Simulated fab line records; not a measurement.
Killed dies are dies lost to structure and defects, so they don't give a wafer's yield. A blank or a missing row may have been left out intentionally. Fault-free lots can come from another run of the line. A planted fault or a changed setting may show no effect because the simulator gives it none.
2 desks, one fault || flow sky130 || what lay behind the numbers comes last; until then each desk has only its own

== FOR THE TOOL OWNER'S DESK: implanter-04 ==
For each lot that ran on this tool, the mean over its sampled wafers that have a number, from the tool's own readings at SKY_LDD_P_IMPLANT_09. The brackets show how far a lot's mean lies from the usual mean; more than 4 standard deviations puts the lot out of limits, marked OUT.
Columns: A = beam on s at SKY_LDD_P_IMPLANT_09, usual 10.03 s; B = end station pressure torr at SKY_LDD_P_IMPLANT_09, usual 5.03e-06 Torr; C = faraday current uA at SKY_LDD_P_IMPLANT_09, usual 56.2
{"lot": "L465", "first seen here": "day 22 23:31", "A": 10.08, "B": 4.84e-06, "C": 56.0}
{"lot": "L467", "first seen here": "day 23 13:47", "A": 9.92, "B": 5.04e-06, "C": 56.7}
{"lot": "L468", "first seen here": "day 24 01:09", "A": "7.70 (-12) OUT", "B": 5.00e-06, "C": "73.0 (+15) OUT"}
{"lot": "L470", "first seen here": "day 24 18:19", "A": "7.69 (-12) OUT", "B": 5.46e-06, "C": "73.2 (+15) OUT"}
This desk's finding: out of limits on L468, L470; first on L468, day 24 01:09 (beam on s at SKY_LDD_P_IMPLANT_09). Within limits: L465, L467.

== THE METROLOGY DESK ==
Means of the sampled wafers that have a number, per lot and without regard to the tool the lot ran on: this is what the gauges read. The brackets show how far a lot's mean lies from the usual mean; more than 4 standard deviations puts the lot out of limits, marked OUT.
Columns: A = POLY_GATE_TW at SKY_RES_PROTECT_TW_MEAS_08, usual 4026; B = LDD_P_TW at SKY_LDD_P_TW_MEAS_11, usual 635
{"lot": "L455", "first seen here": "day 15 13:27", "A": 4005, "B": 644}
{"lot": "L457", "first seen here": "day 16 02:09", "A": 4005, "B": 639}
{"lot": "L458", "first seen here": "day 16 04:41", "A": 4003, "B": 637}
{"lot": "L459", "first seen here": "day 16 14:46", "A": 4087, "B": 638}
{"lot": "L463", "first seen here": "day 18 09:44", "A": 4010, "B": 632}
{"lot": "L464", "first seen here": "day 18 16:54", "A": 3995, "B": 639}
{"lot": "L465", "first seen here": "day 18 22:02", "A": 4001, "B": 633}
{"lot": "L467", "first seen here": "day 19 11:07", "A": 3984, "B": 634}
{"lot": "L468", "first seen here": "day 20 01:50", "A": 4020, "B": "577 (-14) OUT"}
{"lot": "L469", "first seen here": "day 20 13:02", "A": 4067, "B": 634}
{"lot": "L470", "first seen here": "day 20 14:11", "A": 4001, "B": "581 (-13) OUT"}
{"lot": "L478", "first seen here": "day 23 09:43", "A": 4031, "B": 628}
This desk's finding: out of limits on L468, L470; first on L468, day 24 01:24 (LDD_P_TW at SKY_LDD_P_TW_MEAS_11). Within limits: L455, L457, L458, L459, L463, L464, L465, L467, L469, L478.

== ALL TOGETHER ==
The tool owner's desk could have raised an alarm at day 24 01:09, on L468, L470.
The metrology desk could have raised an alarm at day 24 01:24, on L468, L470.
On implanter-04, each named lot ran SKY_LDD_P_IMPLANT_09.

== WHAT HAD BEEN PUT IN BY THE SIMULATOR ==
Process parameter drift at SKY_LDD_P_IMPLANT_09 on implanter-04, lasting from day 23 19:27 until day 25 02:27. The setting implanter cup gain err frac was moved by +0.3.
Struck lots among those shown: L468, L470.
Counting hours from when the fault started, the first reading out of limits came at 6 for the tool owner's desk and at 6 for the metrology desk.
